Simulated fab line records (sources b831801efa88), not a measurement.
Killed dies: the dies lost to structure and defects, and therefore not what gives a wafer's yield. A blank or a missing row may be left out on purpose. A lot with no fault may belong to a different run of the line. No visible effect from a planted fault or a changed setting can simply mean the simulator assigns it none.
Check for tools in common ; flow sky130 ; Sampled: 11 lots, 33 wafers

== REASON IT WAS OPENED ==
Of 11 lots, 2 have the reading SD_N_RS flagged at SKY_SD_N_RS_MEAS_16. No-fault wafers: 68.62 ohm/sq, standard deviation 0.13.
Rule: flag the lot when none of its wafers has a number, or when each of its wafers that has one lies beyond 4 standard deviations from that mean. The rest of the lots are taken to be sound.

lot;measured;on;SD_N_RS (ohm/sq), wafer by wafer;flag
L900;day 28 08:16;film-metro-03;68.50 68.66 68.70;
L901;day 28 09:46;film-metro-01;68.60 68.63 68.56;
L903;day 29 03:18;film-metro-03;68.66 68.52 68.60;
L904;day 29 10:34;film-metro-01;68.45 68.64 68.54;
L905;day 29 23:51;film-metro-01;68.64 68.42 68.34;
L910;day 31 18:37;film-metro-01;68.57 68.54 68.41;
L911;day 32 00:59;film-metro-02;67.24 67.29 67.27;FLAGGED
L913;day 32 21:47;film-metro-01;67.04 66.89 66.94;FLAGGED
L916;day 33 17:51;film-metro-03;68.58 68.61 68.55;
L922;day 35 15:06;film-metro-02;68.72 68.84 68.61;
L923;day 35 18:16;film-metro-02;68.72 68.83 68.88;
The mean of the flagged lots' numbers is 67.11 ohm/sq, -1.51 ohm/sq from the usual (-12 standard deviations).

== WHICH TOOL EACH LOT WENT THROUGH ==
2 process steps preceding the reading are held in the record, out of 708 steps in the route. Each cell gives the tool, then ch followed by the chambers the sampled wafers passed through, then the start.
lot;flag;SKY_POLY_CUT_ETCH_11;SKY_SD_N_RTA_14
L900;;rie-diel-04 ch 0,2,3, day 24 14:28;rtp-anneal-01 ch 0, day 28 08:05
L901;;rie-diel-04 ch 0,1,3, day 24 16:19;rtp-anneal-02 ch 0, day 28 09:33
L903;;rie-diel-01 ch 1,2,3, day 25 10:16;rtp-anneal-02 ch 0, day 29 03:04
L904;;rie-diel-04 ch 1,2, day 25 17:04;rtp-anneal-01 ch 0, day 29 10:23
L905;;rie-diel-03 ch 1,2,3, day 26 07:22;rtp-anneal-02 ch 0, day 29 23:41
L910;;rie-diel-01 ch 0,1,3, day 28 00:52;rtp-anneal-01 ch 0, day 31 18:26
L911;FLAGGED;rie-diel-01 ch 1,2,3, day 28 10:01;rtp-anneal-02 ch 0, day 32 00:47
L913;FLAGGED;rie-diel-03 ch 0,2, day 29 08:07;rtp-anneal-02 ch 0, day 32 21:37
L916;;rie-diel-01 ch 0,2,3, day 30 04:10;rtp-anneal-01 ch 0, day 33 17:41
L922;;rie-diel-03 ch 0,1, day 32 04:52;rtp-anneal-01 ch 0, day 35 14:56
L923;;rie-diel-01 ch 2,3, day 32 09:34;rtp-anneal-02 ch 0, day 35 18:06
What these steps do:
- SKY_POLY_CUT_ETCH_11: etches Si3N4 in CF4/CH2F2/Ar, stops on poly-Si, time 42.5 s, target depth 60 nm.
- SKY_SD_N_RTA_14: time 2 s.
- SKY_SD_N_RS_MEAS_16: measures by four-point-probe.

== FLAGGED AGAINST TOTAL, ONE TOOL AT A TIME (gauges that did the reading follow at the end) ==
step;tool;lots run;flagged;share of the flagged lots;sound lots run after its first flagged lot
SKY_POLY_CUT_ETCH_11;rie-diel-01;5;1;some;2 (L916,L923)
SKY_POLY_CUT_ETCH_11;rie-diel-03;3;1;some;1 (L922)
SKY_POLY_CUT_ETCH_11;rie-diel-04;3;0;none;-
SKY_SD_N_RTA_14;rtp-anneal-01;5;0;none;-
SKY_SD_N_RTA_14;rtp-anneal-02;6;2;all;1 (L923)
SKY_SD_N_RS_MEAS_16;film-metro-01;5;1;some;0
SKY_SD_N_RS_MEAS_16;film-metro-02;3;1;some;2 (L922,L923)
SKY_SD_N_RS_MEAS_16;film-metro-03;3;0;none;-

== WHAT IS ALLOWED BY THE TABLE ==
All flagged lots share 1 row of the table, namely rtp-anneal-02 at SKY_SD_N_RTA_14.
- rtp-anneal-02 at SKY_SD_N_RTA_14 ran 6 lots, 2 of them flagged. Sound lots ran on it after the first flagged one (L923), which a lasting fault on the whole tool wouldn't allow. Its own readings (wafer_temp_C_max) fall more than 4 standard deviations out on all wafers of the flagged lots.
Not one row of the table ran every flagged lot while running no sound lot after the first.

== WHAT HAD BEEN PUT IN BY THE SIMULATOR ==
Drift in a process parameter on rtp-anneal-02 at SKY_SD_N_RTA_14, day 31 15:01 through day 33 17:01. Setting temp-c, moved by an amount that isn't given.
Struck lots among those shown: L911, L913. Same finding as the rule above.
